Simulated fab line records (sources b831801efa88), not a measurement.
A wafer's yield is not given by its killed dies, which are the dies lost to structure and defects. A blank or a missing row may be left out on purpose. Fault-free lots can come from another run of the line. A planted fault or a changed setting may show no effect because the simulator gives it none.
2 desks looking at one fault | flow sky130 | what lay behind the numbers comes last; until then each desk has only its own

== FOR THE TOOL OWNER'S DESK: rie_diel-02 ==
The tool's own readings at SKY_VIA1_ETCH_14 (etches BARC in N2/H2, stops on SiO2, time 45.9 s, target depth 60 nm): means of the sampled wafers that have a number, for each lot that ran on this tool. A lot is out of limits, marked OUT, if its mean lies more than 4 standard deviations from the usual mean; the brackets give that distance.
Columns: A = chamber_pressure_mTorr at SKY_VIA1_ETCH_14, usual 29.998 mTorr; B = drypump_motor_current_A at SKY_VIA1_ETCH_14, usual 6.0 A; C = oes_product_au at SKY_VIA1_ETCH_14, usual 0.855 a.u.; D = run_length_s at SKY_VIA1_ETCH_14, usual 74.2 s; E = throttle_valve_pct at SKY_VIA1_ETCH_14, usual 13.225 %
lot  | first seen here | A      | B   | C               | D               | E
L935 | day 35 21:31    | 30.007 | 5.7 | 0.854           | 74.5            | 13.224
L939 | day 36 23:40    | 30.009 | 5.8 | 0.855           | 74.6            | 13.220
L947 | day 39 08:50    | 30.010 | 5.7 | 0.907 (+11) OUT | 71.0 (-7.4) OUT | 13.241
This desk's verdict: out of limits on L947, starting with L947 at day 39 08:50 (oes_product_au at SKY_VIA1_ETCH_14). L935, L939: within limits.

== METROLOGY DESK ==
What the gauges read, lot by lot, whatever tool the lot ran on: means of the sampled wafers that have a number. A lot is out of limits, marked OUT, if its mean lies more than 4 standard deviations from the usual mean; the brackets give that distance.
Columns: A = LOCAL_INTERCONNECT_TIN_THK at SKY_LOCAL_INTERCONNECT_THK_MEAS_02, usual 101.3 nm
lot  | first seen here | A
L930 | day 29 07:26    | 102.2
L932 | day 29 19:11    | 102.7
L933 | day 29 23:22    | 100.8
L934 | day 30 23:23    | 101.9
L935 | day 31 05:44    | 100.5
L936 | day 31 09:53    | 102.8
L937 | day 31 21:23    | 99.9
L938 | day 32 08:07    | 102.0
L939 | day 32 10:09    | 101.7
L947 | day 34 20:55    | 101.8
L950 | day 35 17:23    | 101.7
L951 | day 36 01:36    | 99.6
L952 | day 36 03:47    | 100.2
This desk found nothing out of limits on any of the 13 lots.

== BROUGHT TOGETHER ==
An alarm could have come from the tool owner's desk at day 39 08:50, on L947.
Nothing out of limits was seen by the metrology desk.
The metrology desk holds a record of L947, inside its limits.
The lots listed all ran SKY_VIA1_ETCH_14 on rie_diel-02.

== WHAT THE SIMULATOR PUT IN ==
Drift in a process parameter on rie_diel-02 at SKY_VIA1_ETCH_14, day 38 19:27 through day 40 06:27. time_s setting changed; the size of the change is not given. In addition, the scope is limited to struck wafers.
Shown lots that were struck: L947.
Hours from the fault's start to each desk's first reading out of limits: the tool owner's desk, 13.
